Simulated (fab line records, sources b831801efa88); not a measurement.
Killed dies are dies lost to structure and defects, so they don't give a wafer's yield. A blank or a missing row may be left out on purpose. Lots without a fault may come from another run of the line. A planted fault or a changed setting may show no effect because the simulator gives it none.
A struck lot beside a sound one | flow sky130 | 33 steps out of a route of 708
Sound: wafers L546.2, L546.5, L546.6. Struck: wafers L539.1, L539.2, L539.5. The cause comes at the end.
At each step with rows: each side's tool, then ch and its chambers, then its first start. Under that, the readings that differ: sound wafers | struck wafers | difference of the means | sigmas: that difference in standard deviations of wafers without a fault.
alike: readings whose means differ by less than 2 such deviations, and words and numbers that are the same on both sides. not compared: withheld readings, readings that some wafer has no value for, bounds like >300 that may hide the same value, and numbers for which the record gives no deviation and whose values overlap.
The two part at a step that has a row with sigmas, a row that says differs or no value, or rows on one side only. Numbers that don't overlap but have no deviation are shown without sigmas and don't part them. A reading that every wafer of one side lacks parts them only if that side has two wafers or more.

first, 5 steps without rows for these wafers: SKY_POLY_CUT_COAT_03 (resist thk 450 nm); SKY_POLY_CUT_SOFTBAKE_04 (time 90 s); SKY_POLY_CUT_EXPOSE_05 (exposes mask NPCM, target cd 270 nm); SKY_POLY_CUT_PEB_06; SKY_POLY_CUT_DEVELOP_07 (develop time 60 s).
SKY_POLY_CUT_CD_MEAS_08: target cd 270 nm.
  sound on cd_sem-02, day 29 17:19; struck on cd_sem-01, day 26 18:36
  alike: cd_nm
SKY_POLY_CUT_OVL_MEAS_09:
  sound on overlay-01, day 29 17:25; struck on overlay-02, day 26 18:43
  alike: POLY_CUT_OVL
SKY_POLY_CUT_ETCH_10: etches BARC in N2/H2, stops on SiO2, time 45.9 s, target depth 60 nm.
  sound on rie_diel-04 ch 1,2,3, day 29 17:27; struck on rie_diel-04 ch 0,3, day 26 18:45
  alike: drypump_motor_current_A, oes_product_au, throttle_valve_pct
  not compared: rf_hours_counter_h
SKY_POLY_CUT_ETCH_11: etches Si3N4 in CF4/CH2F2/Ar, stops on poly-Si, time 42.5 s, target depth 60 nm.
  sound on rie_diel-04 ch 1,2,3, day 29 17:29; struck on rie_diel-04 ch 0,3, day 26 18:48
  alike: drypump_motor_current_A, oes_product_au, throttle_valve_pct
  not compared: rf_hours_counter_h
SKY_POLY_CUT_STRIP_12: strips in O2/N2.
  sound on plasma_asher-03 ch 0,1, day 29 17:32; struck on plasma_asher-02 ch 0,1, day 26 18:50
  alike: drypump_motor_current_A, o2_flow_sccm, oes_product_au, strip_time_to_endpoint_s
  not compared: rf_hours_counter_h
then, 2 steps without rows for these wafers: SKY_SD_P_DEHYDRATE_00 (time 60 s); SKY_SD_P_HMDS_01 (prime time 60 s).
SKY_SD_P_COAT_02: resist thk 1140 nm.
  sound on litho_track-04 ch 0, day 30 07:12; struck on litho_track-04, day 27 08:50
  no value came back on the struck wafers for chill_plate_temp_C (C), dispense_pressure_kPa (kPa); on the sound wafers chill_plate_temp_C (C) reads 23.00 23.04 23.10
then, 4 steps without rows for these wafers: SKY_SD_P_SOFTBAKE_03 (time 60 s); SKY_SD_P_EXPOSE_04 (exposes mask PSDM, target cd 380 nm); SKY_SD_P_PEB_05; SKY_SD_P_DEVELOP_06 (develop time 60 s).
SKY_SD_P_CD_MEAS_07: target cd 380 nm.
  sound on cd_sem-02, day 30 21:19; struck on cd_sem-02, day 27 22:56
  reading    | sound             | struck | difference                    | sigmas
  cd_nm (nm) | 380.3 376.0 377.2 | - - -  | no value on the struck wafers |
SKY_SD_P_OVL_MEAS_08:
  sound on overlay-02, day 30 21:25; struck on overlay-01, day 27 23:04
  reading       | sound        | struck | difference                    | sigmas
  SD_P_OVL (nm) | 0.3 -1.0 0.5 | - - -  | no value on the struck wafers |
then, 1 step without rows for these wafers: SKY_SD_P_IMPLANT_09.
SKY_SD_P_STRIP_10: strips in O2/N2.
  sound on plasma_asher-01 ch 0,1, day 30 21:36; struck on plasma_asher-02 ch 0,1, day 27 23:15
  no value came back on the struck wafers for oes_product_au (a.u.), strip_time_to_endpoint_s (s); on the sound wafers oes_product_au (a.u.) reads 0.613 0.614 0.624
  alike: drypump_motor_current_A, o2_flow_sccm
  not compared: rf_hours_counter_h
SKY_SD_P_TW_MEAS_11:
  sound on film_metro-01, day 30 21:43; struck on film_metro-02, day 27 23:21
  alike: SD_P_TW
then, 8 steps without rows for these wafers: SKY_RES_XHIGH_DEHYDRATE_00 (time 60 s); SKY_RES_XHIGH_HMDS_01 (prime time 60 s); SKY_RES_XHIGH_COAT_02 (resist thk 1140 nm); SKY_RES_XHIGH_SOFTBAKE_03 (time 60 s); SKY_RES_XHIGH_EXPOSE_04 (exposes mask URPM, target cd 1270 nm); SKY_RES_XHIGH_PEB_05; SKY_RES_XHIGH_DEVELOP_06 (develop time 60 s); SKY_RES_XHIGH_IMPLANT_07.
SKY_RES_XHIGH_STRIP_08: strips in O2/N2.
  sound on plasma_asher-01 ch 0,1, day 32 00:26; struck on plasma_asher-02 ch 0,1, day 29 03:26
  alike: drypump_motor_current_A, o2_flow_sccm, oes_product_au, strip_time_to_endpoint_s
  not compared: rf_hours_counter_h
SKY_RES_XHIGH_TW_MEAS_09:
  sound on film_metro-02, day 32 00:32; struck on film_metro-01, day 29 03:45
  reading      | sound          | struck         | difference | sigmas
  RES_XHIGH_TW | 1626 1633 1637 | 2850 2853 2868 | +1225      | +99 or more
  not compared: hold
then, 1 step without rows for these wafers: SKY_PAD_OPEN_PROBE_99.

WHERE THEY PART
First at SKY_SD_P_COAT_02; last, within this record, at SKY_RES_XHIGH_TW_MEAS_09.

WHY: what the simulator had put in
Skipped step whole: litho_track-04, from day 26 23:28 on, at SKY_SD_P_COAT_02. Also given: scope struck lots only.
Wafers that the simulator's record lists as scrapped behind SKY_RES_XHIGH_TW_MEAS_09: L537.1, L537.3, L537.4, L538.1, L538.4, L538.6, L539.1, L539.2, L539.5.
